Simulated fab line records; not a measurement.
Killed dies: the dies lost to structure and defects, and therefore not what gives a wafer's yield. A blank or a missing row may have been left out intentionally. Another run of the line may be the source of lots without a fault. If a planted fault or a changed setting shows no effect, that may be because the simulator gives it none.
A lot that was struck, set against a sound lot	flow sky130	43 steps out of a route of 708
Sound: the wafers L179.3, L179.4, L179.5. Struck: wafer L183.1 (L183.2, L183.6, from the same lot, were not struck and are left out); the cause is given at the end.
At each step with rows: each side's tool, then ch and its chambers, then its first start. Under that, the readings that differ: sound wafers	struck wafers	difference of the means	sigmas: that difference in standard deviations of wafers without a fault.
alike: a reading whose means differ by less than 2 such deviations, as well as words and numbers matching on both sides. not compared: withheld readings; readings where some wafer has no value; bounds like >300 that might hide an equal value; numbers whose values overlap and for which the record gives no deviation.
The two part at a step that has a row with sigmas, a row that says differs or no value, or rows on one side only. Numbers that don't overlap but have no deviation are shown without sigmas and don't part them. Lack of a reading on every wafer of one side parts them only where that side has two or more wafers.

first, 2 steps without rows for these wafers: SKY_LOCAL_INTERCONNECT_PEB_09; SKY_LOCAL_INTERCONNECT_DEVELOP_10 (develop time 60 s).
SKY_LOCAL_INTERCONNECT_CD_MEAS_11: the cd target is 170 nm.
  sound on cd_sem-02 at day 31 08:47; struck on cd_sem-01 at day 32 23:25
  alike: cd_nm
SKY_LOCAL_INTERCONNECT_OVL_MEAS_12:
  sound on overlay-01 at day 31 08:53; struck on overlay-01 at day 32 23:32
  alike: LOCAL_INTERCONNECT_OVL
SKY_LOCAL_INTERCONNECT_ETCH_13: etches BARC in N2/H2, stops on SiO2, time 45.9 s, target depth 60 nm.
  sound on rie_metal-04 ch 0,1, day 31 08:56; struck on rie_metal-04 ch 1, day 32 23:35
reading	sound	struck	difference	sigmas
rf_hours_counter_h (h)	- - -	15	no value on the sound wafers	
  alike: drypump_motor_current_A, n2_flow_sccm, oes_product_au, throttle_valve_pct
SKY_LOCAL_INTERCONNECT_METAL_ETCH_14: etches TiN in Cl2/BCl3, stops on PSG, target depth 110 nm, time 31.4 s.
  sound on rie_metal-04 ch 0,1, day 31 08:59; struck on rie_metal-04 ch 1, day 32 23:38
reading	sound	struck	difference	sigmas
rf_hours_counter_h (h)	- - -	15	no value on the sound wafers	
  alike: drypump_motor_current_A, oes_product_au, throttle_valve_pct
SKY_LOCAL_INTERCONNECT_STRIP_15: strips in O2/N2.
  sound on plasma_asher-03 ch 0,1, day 31 09:04; struck on plasma_asher-04 ch 1, day 32 23:41
reading	sound	struck	difference	sigmas
rf_hours_counter_h (h)	- - -	1	no value on the sound wafers	
  alike: drypump_motor_current_A, n2_flow_sccm, oes_product_au, strip_time_to_endpoint_s
then, 4 steps without rows for these wafers: SKY_LOCAL_INTERCONNECT_STRIP_16 (strips in post etch residue remover, time 1200 s); SKY_LOCAL_INTERCONNECT_CLEAN_17 (cleans in IPA, time 180 s); SKY_LOCAL_INTERCONNECT_CLEAN_18 (cleans in O3/DIW); SKY_CONTACT_CVD_00 (deposits Si3N4, target thk 75 nm).
SKY_CONTACT_THK_MEAS_01:
  sound on film_metro-01 at day 31 09:43; struck on film_metro-01 at day 33 00:19
  alike: CONTACT_CVD_00_THK
SKY_CONTACT_HDPCVD_02: deposits SiO2, target thk 565 nm, time 94.2 s.
  sound on hdpcvd-02 ch 0,2, day 31 09:45; struck on hdpcvd-01 ch 0,1,2, day 33 00:23
SKY_CONTACT_THK_MEAS_03:
  sound on film_metro-01 at day 31 09:50; struck on film_metro-02 at day 33 00:27
  alike: CONTACT_HDPCVD_THK
then, 1 step without rows for these wafers: SKY_CONTACT_CMP_04 (polishes SiO2).
SKY_CONTACT_BOW_MEAS_05:
  sound on film_metro-01 at day 31 10:13; struck on film_metro-02 at day 33 00:49
  alike: CONTACT_BOW
then, 8 steps without rows for these wafers: SKY_CONTACT_DEHYDRATE_06 (time 60 s); SKY_CONTACT_HMDS_07 (prime time 60 s); SKY_CONTACT_COAT_08 (resist thk 60 nm); SKY_CONTACT_COAT_09 (resist thk 450 nm); SKY_CONTACT_SOFTBAKE_10 (time 90 s); SKY_CONTACT_EXPOSE_11 (exposes mask CTM1, target cd 170 nm); SKY_CONTACT_PEB_12; SKY_CONTACT_DEVELOP_13 (develop time 60 s).
SKY_CONTACT_CD_MEAS_14: the cd target is 170 nm.
  sound on cd_sem-02 at day 32 13:21; struck on cd_sem-02 at day 34 03:57
  alike: cd_nm
SKY_CONTACT_OVL_MEAS_15:
  sound on overlay-01 at day 32 13:26; struck on overlay-02 at day 34 04:04
  alike: CONTACT_OVL
then, 7 steps without rows for these wafers: SKY_CONTACT_ETCH_16 (etches BARC in N2/H2, stops on SiO2, time 45.9 s, target depth 60 nm); SKY_CONTACT_ETCH_17 (etches SiO2 in C4F8/O2/Ar, stops on Si3N4, target depth 340 nm); SKY_CONTACT_ETCH_18 (etches Si3N4 in CHF3/O2, stops on TiN, time 39 s, target depth 75 nm); SKY_CONTACT_STRIP_19 (strips in O2/N2); SKY_CONTACT_STRIP_20 (strips in post etch residue remover, time 1200 s); SKY_CONTACT_CLEAN_21 (cleans in IPA, time 180 s); SKY_CONTACT_CLEAN_22 (cleans in O3/DIW).
SKY_CONTACT_SPUTTER_23: material TiN, target thk 20 nm, time 80 s.
  sound on pvd_sputter-01 at day 32 14:16; struck on pvd_sputter-04 at day 34 04:50
  alike: throttle_valve_pct
then, 1 step without rows for these wafers: SKY_CONTACT_CVD_24 (deposits W, target thk 340 nm, time 102.12 s).
SKY_CONTACT_RS_MEAS_25: uses a four-point probe to measure.
  sound on film_metro-04 at day 32 14:28; struck on film_metro-02 at day 34 05:01
  alike: CONTACT_W_RS
SKY_CONTACT_THK_MEAS_26: measures by xrf.
  sound on film_metro-04 at day 32 14:34; struck on film_metro-02 at day 34 05:08
  alike: CONTACT_W_THK
then, 1 step without rows for these wafers: SKY_CONTACT_CMP_27 (polishes, stops on SiO2, t overpolish 15 s, target thk 0 nm).
SKY_METAL1_SPUTTER_00: material Ti, target thk 15 nm, time 10 s.
  sound on pvd_sputter-03 at day 32 14:55; struck on pvd_sputter-01 at day 34 05:30
reading	sound	struck	difference	sigmas
throttle_valve_pct (%)	30.1 28.0 28.5	31.2	+2.3	+2
then, 3 steps without rows for these wafers: SKY_METAL1_SPUTTER_01 (material TiN, target thk 20 nm, time 16.7 s); SKY_METAL1_SPUTTER_02 (material AlCu, target thk 250 nm, time 13.3 s); SKY_METAL1_SPUTTER_03 (material Ti, target thk 5 nm, time 3.3 s).
-- the record jumps here: 14 days lie between the struck wafers' starts before and after (it left off in module METAL1 and takes up again in module PAD_OPEN, whose first step shown is number 708 of the route) --
SKY_PAD_OPEN_PROBE_99:
  sound on prober-01 at day 46 17:15; struck on prober-01 at day 47 18:22
reading	sound	struck	difference	sigmas
killed_at_contacts	20 23 26	72	+49	+10
killed_dies	74 89 91	128	+43	+5
  alike: killed_at_M0_to_M3, killed_at_M4_up, killed_at_front_end, killed_at_other, killed_on_rim, killed_open, killed_short

== WHERE THEY PART ==
Earliest at SKY_LOCAL_INTERCONNECT_ETCH_13; latest, in this record, at SKY_PAD_OPEN_PROBE_99.

WHY: whatever the simulator had introduced
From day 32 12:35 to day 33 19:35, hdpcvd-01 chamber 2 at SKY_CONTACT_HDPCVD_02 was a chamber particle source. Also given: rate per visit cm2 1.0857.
